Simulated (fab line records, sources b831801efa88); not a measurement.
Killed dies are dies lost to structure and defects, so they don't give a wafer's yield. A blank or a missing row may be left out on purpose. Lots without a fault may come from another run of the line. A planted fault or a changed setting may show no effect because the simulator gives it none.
Which tool did it? | flow gf180mcu | 13 lots, 39 wafers sampled, at 3 steps of a route of 602

WHAT THE GAUGES READ, wafer by wafer
GF_POLY_GATE_THK_MEAS_01.
lot  | measured     | on            | POLY_GATE_CVD_00_THK (nm)
L332 | day 8 14:49  | film_metro-02 | 197.4 198.1 197.2
L333 | day 8 20:20  | film_metro-01 | 199.8 200.9 201.2
L336 | day 9 17:24  | film_metro-01 | 199.9 202.9 199.9
L339 | day 10 09:38 | film_metro-01 | 200.6 201.0 200.5
L343 | day 11 19:05 | film_metro-01 | 199.9 199.3 201.7
L345 | day 12 03:06 | film_metro-01 | 200.9 199.0 198.1
L348 | day 13 04:17 | film_metro-02 | 201.2 201.2 201.5
L349 | day 13 09:56 | film_metro-01 | 202.5 201.4 202.2
L350 | day 13 13:46 | film_metro-01 | 200.8 201.5 201.5
L352 | day 14 11:17 | film_metro-02 | 198.9 198.6 198.9
L353 | day 14 14:35 | film_metro-02 | 194.1 193.3 192.6
L354 | day 14 16:06 | film_metro-03 | 200.0 199.7 199.8
L355 | day 15 05:18 | film_metro-01 | 205.1 201.1 203.9

GF_HV_LDD_THK_MEAS_55.
lot  | measured     | on            | HV_LDD_CVD_54_THK (nm)
L332 | day 12 12:17 | film_metro-03 | 9.96 9.95 9.87
L333 | day 12 19:26 | film_metro-04 | 9.91 9.89 9.85
L336 | day 14 00:09 | film_metro-03 | 9.97 9.99 10.10
L339 | day 14 15:25 | film_metro-02 | 10.16 9.94 9.98
L343 | day 16 06:01 | film_metro-02 | 9.90 9.93 9.88
L345 | day 16 15:07 | film_metro-03 | 10.01 9.96 10.02
L348 | day 17 22:16 | film_metro-02 | 10.18 10.10 10.15
L349 | day 18 01:56 | film_metro-03 | 9.80 9.87 10.05
L350 | day 18 08:31 | film_metro-04 | 9.88 9.95 10.02
L352 | day 19 08:05 | film_metro-03 | 9.99 10.02 10.03
L353 | day 19 12:16 | film_metro-03 | 9.92 10.00 9.92
L354 | day 19 15:22 | film_metro-03 | 9.64 9.66 9.74
L355 | day 20 04:40 | film_metro-03 | 9.95 9.94 9.87

GF_HV_LDD_THK_MEAS_57.
lot  | measured     | on            | HV_LDD_CVD_56_THK (nm)
L332 | day 12 13:46 | film_metro-03 | 88.2 88.1 88.5
L333 | day 12 21:52 | film_metro-02 | 89.8 89.8 89.1
L336 | day 14 01:38 | film_metro-02 | 88.2 88.7 87.9
L339 | day 14 16:54 | film_metro-04 | 90.2 90.1 90.2
L343 | day 16 07:31 | film_metro-04 | 90.1 90.2 90.3
L345 | day 16 16:35 | film_metro-04 | 88.5 88.7 89.0
L348 | day 17 23:46 | film_metro-03 | 89.4 88.8 89.2
L349 | day 18 03:25 | film_metro-02 | 90.7 90.5 90.4
L350 | day 18 10:01 | film_metro-02 | 88.7 89.7 89.8
L352 | day 19 09:34 | film_metro-02 | 90.7 89.6 89.7
L353 | day 19 13:45 | film_metro-03 | 89.9 89.5 90.5
L354 | day 19 16:52 | film_metro-03 | 89.4 90.7 90.8
L355 | day 20 06:09 | film_metro-02 | 88.8 89.1 89.6

WHICH TOOL RAN EACH LOT (tool, then ch and the chambers of the sampled wafers, then the start)
The record holds no process step before these readings.

WHAT THE TOOLS THEMSELVES READ (means of the sampled wafers that have a number; where no wafer has one, the mark that the record gives instead)
The record holds no such reading with a usual standard deviation.

THE ANSWER, worked out from the rows above alone
Rule: what is usual is taken from the lots themselves. Put in order of their means at a reading, lots are off if they are a third of the lots or fewer, leave a main group of 4 or more, and stand apart from it by a gap of 3 or more times the standard deviation of the main group's means; of several such gaps the widest counts. A main group whose means are all the same, to the digits that the tables above print for the reading, isn't used. A lot without any number at a reading at which 4 lots or more have one is off too. The other lots that the step has rows for count as sound. The gauges are gone through in route order, then the tools' own readings, and for those a lot's mean is taken as printed above. The first step at which some lot is off is used, and at that step the reading that is off furthest; a lot without a number counts as furthest.
No lot is off at any reading shown: from this, nothing can be told.

WHAT THE SIMULATOR HAD PUT IN
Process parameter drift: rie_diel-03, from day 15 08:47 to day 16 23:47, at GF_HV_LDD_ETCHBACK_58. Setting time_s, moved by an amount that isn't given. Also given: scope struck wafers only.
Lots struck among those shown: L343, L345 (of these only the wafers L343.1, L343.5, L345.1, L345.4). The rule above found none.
